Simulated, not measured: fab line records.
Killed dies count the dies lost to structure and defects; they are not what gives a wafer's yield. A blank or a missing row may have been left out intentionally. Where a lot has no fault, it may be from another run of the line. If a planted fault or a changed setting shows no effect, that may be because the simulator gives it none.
What tool caused it? :: flow gf180mcu :: 7 lots, 21 wafers sampled, at 2 steps of a route of 602

## WHAT THE GAUGES SHOWED, per wafer
GF_CONTACT_THK_MEAS_26: measures by xrf.
lot: L236
measured: day 16 11:23
on: film metro-02
CONTACT_W_THK (nm): 309 305 305

lot: L241
measured: day 18 05:23
on: film metro-03
CONTACT_W_THK (nm): 297 296 295

lot: L243
measured: day 19 03:51
on: film metro-04
CONTACT_W_THK (nm): 308 304 308

lot: L245
measured: day 20 01:55
on: film metro-02
CONTACT_W_THK (nm): 307 304 311

lot: L248
measured: day 20 21:09
on: film metro-04
CONTACT_W_THK (nm): 300 299 297

lot: L255
measured: day 23 08:51
on: film metro-02
CONTACT_W_THK (nm): 307 301 303

lot: L258
measured: day 24 04:55
on: film metro-04
CONTACT_W_THK (nm): 295 296 297

## EACH LOT AND THE TOOL THAT RAN IT (in order: tool; ch and the chambers of the sampled wafers; start)
lot: L236
GF_NWELL_DEVELOP_06: litho track-04 ch 0, day 3 14:00

lot: L241
GF_NWELL_DEVELOP_06: litho track-04 ch 0, day 4 15:00

lot: L243
GF_NWELL_DEVELOP_06: litho track-02 ch 0, day 5 01:00

lot: L245
GF_NWELL_DEVELOP_06: litho track-04 ch 0, day 5 14:00

lot: L248
GF_NWELL_DEVELOP_06: litho track-04 ch 0, day 6 05:00

lot: L255
GF_NWELL_DEVELOP_06: litho track-02, day 7 20:00

lot: L258
GF_NWELL_DEVELOP_06: litho track-04 ch 0, day 8 12:00
- GF_NWELL_DEVELOP_06: develop time 60 s.

## THE ANSWER, worked out from the rows above alone
Rule: what is usual is taken from the lots themselves. Put in order of their means at a reading, lots are off if they are a third of the lots or fewer, leave a main group of 4 or more, and stand apart from it by a gap of 3 or more times the standard deviation of the main group's means; of several such gaps the widest counts. If all means in a main group match to the digits the tables above print for the reading, that group is not used. A lot without any number at a reading at which 4 lots or more have one is off too. Any other lot the step has rows for is counted as sound.
Nothing can be told from this: no lot is off at any reading shown.

## WHAT THE SIMULATOR PUT IN
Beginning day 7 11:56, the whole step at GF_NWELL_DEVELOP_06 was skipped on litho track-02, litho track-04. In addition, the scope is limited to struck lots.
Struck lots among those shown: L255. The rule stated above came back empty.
